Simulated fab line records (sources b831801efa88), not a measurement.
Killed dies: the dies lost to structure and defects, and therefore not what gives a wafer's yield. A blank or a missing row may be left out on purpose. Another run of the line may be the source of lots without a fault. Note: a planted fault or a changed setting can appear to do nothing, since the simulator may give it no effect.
Chamber matching || flow sfq_line || SFQ_TRILAYER_I2_CMP_CMP_064 on cmp-02: 4 sister chambers
The step polishes SiO2. 14 wafers are shown with their chamber, then 7 later ones without.

WAFERS PAIRED WITH THEIR CHAMBERS
{"wafer": "L527.3", "chamber": 3, "motor_current_A (A)": 10.9, "time_to_endpoint_s (s)": 214}
{"wafer": "L527.4", "chamber": 2, "motor_current_A (A)": 10.0, "time_to_endpoint_s (s)": 223}
{"wafer": "L527.5", "chamber": 2, "motor_current_A (A)": 10.8, "time_to_endpoint_s (s)": 223}
{"wafer": "L529.1", "chamber": 3, "motor_current_A (A)": 10.9, "time_to_endpoint_s (s)": 220}
{"wafer": "L529.3", "chamber": 0, "motor_current_A (A)": 11.0, "time_to_endpoint_s (s)": 222}
{"wafer": "L529.4", "chamber": 2, "motor_current_A (A)": 10.8, "time_to_endpoint_s (s)": 223}
{"wafer": "L530.1", "chamber": 1, "motor_current_A (A)": 11.2, "time_to_endpoint_s (s)": 223}
{"wafer": "L530.4", "chamber": 2, "motor_current_A (A)": 10.2, "time_to_endpoint_s (s)": 227}
{"wafer": "L530.6", "chamber": 3, "motor_current_A (A)": 11.2, "time_to_endpoint_s (s)": 228}
{"wafer": "L532.2", "chamber": 2, "motor_current_A (A)": 10.5, "time_to_endpoint_s (s)": 205}
{"wafer": "L532.3", "chamber": 1, "motor_current_A (A)": 11.8, "time_to_endpoint_s (s)": 208}
{"wafer": "L532.6", "chamber": 1, "motor_current_A (A)": 11.3, "time_to_endpoint_s (s)": 223}
{"wafer": "L533.3", "chamber": 0, "motor_current_A (A)": 11.7, "time_to_endpoint_s (s)": 216}
{"wafer": "L533.5", "chamber": 1, "motor_current_A (A)": 11.3, "time_to_endpoint_s (s)": 218}

SIGNATURES (means of the wafers above)
{"reading": "motor_current_A", "chamber 0": 11.350, "chamber 1": 11.400, "chamber 2": 10.460, "chamber 3": 11.000, "scatter within a chamber": 0.322}
{"reading": "time_to_endpoint_s", "chamber 0": 219.00, "chamber 1": 218.00, "chamber 2": 220.20, "chamber 3": 220.67, "scatter within a chamber": 7.53}
Rule: a wafer's distance from a chamber is the root of the sum, over the readings, of the square of ((its reading less the chamber's mean) divided by the reading's scatter). If the next closest chamber is less than 2 further off than the closest, the wafer can't be placed; otherwise it belongs to the closest. How the scatter is found: for the shown wafers, subtract from each reading the mean of its chamber, square and add these, divide the total by (wafers less chambers), then take the root.

WAFERS WITH NO CHAMBER GIVEN
{"wafer": "L533.6", "motor_current_A (A)": 10.1, "time_to_endpoint_s (s)": 218}
{"wafer": "L534.4", "motor_current_A (A)": 11.5, "time_to_endpoint_s (s)": 228}
{"wafer": "L534.2", "motor_current_A (A)": 10.9, "time_to_endpoint_s (s)": 212}
{"wafer": "L534.6", "motor_current_A (A)": 11.5, "time_to_endpoint_s (s)": 220}
{"wafer": "L541.3", "motor_current_A (A)": 11.7, "time_to_endpoint_s (s)": 225}
{"wafer": "L542.3", "motor_current_A (A)": 11.1, "time_to_endpoint_s (s)": 217}
{"wafer": "L542.5", "motor_current_A (A)": 11.3, "time_to_endpoint_s (s)": 233}

WHICH CHAMBER EACH ONE RAN IN
{"wafer": "L533.6", "from the rows above": "can't be placed: 2 or 3", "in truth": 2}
{"wafer": "L534.4", "from the rows above": "can't be placed: 0 or 1 or 3", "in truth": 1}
{"wafer": "L534.2", "from the rows above": "can't be placed: 3 or 0 or 1 or 2", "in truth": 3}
{"wafer": "L534.6", "from the rows above": "can't be placed: 1 or 0 or 3", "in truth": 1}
{"wafer": "L541.3", "from the rows above": "can't be placed: 1 or 0 or 3", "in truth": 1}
{"wafer": "L542.3", "from the rows above": "can't be placed: 3 or 0 or 1 or 2", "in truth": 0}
{"wafer": "L542.5", "from the rows above": "can't be placed: 0 or 3 or 1 or 2", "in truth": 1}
Correctly placed: 0 of 7. Unplaceable from these rows: 7, with the true chamber sitting among the candidates in 7. Wrongly placed: 0.
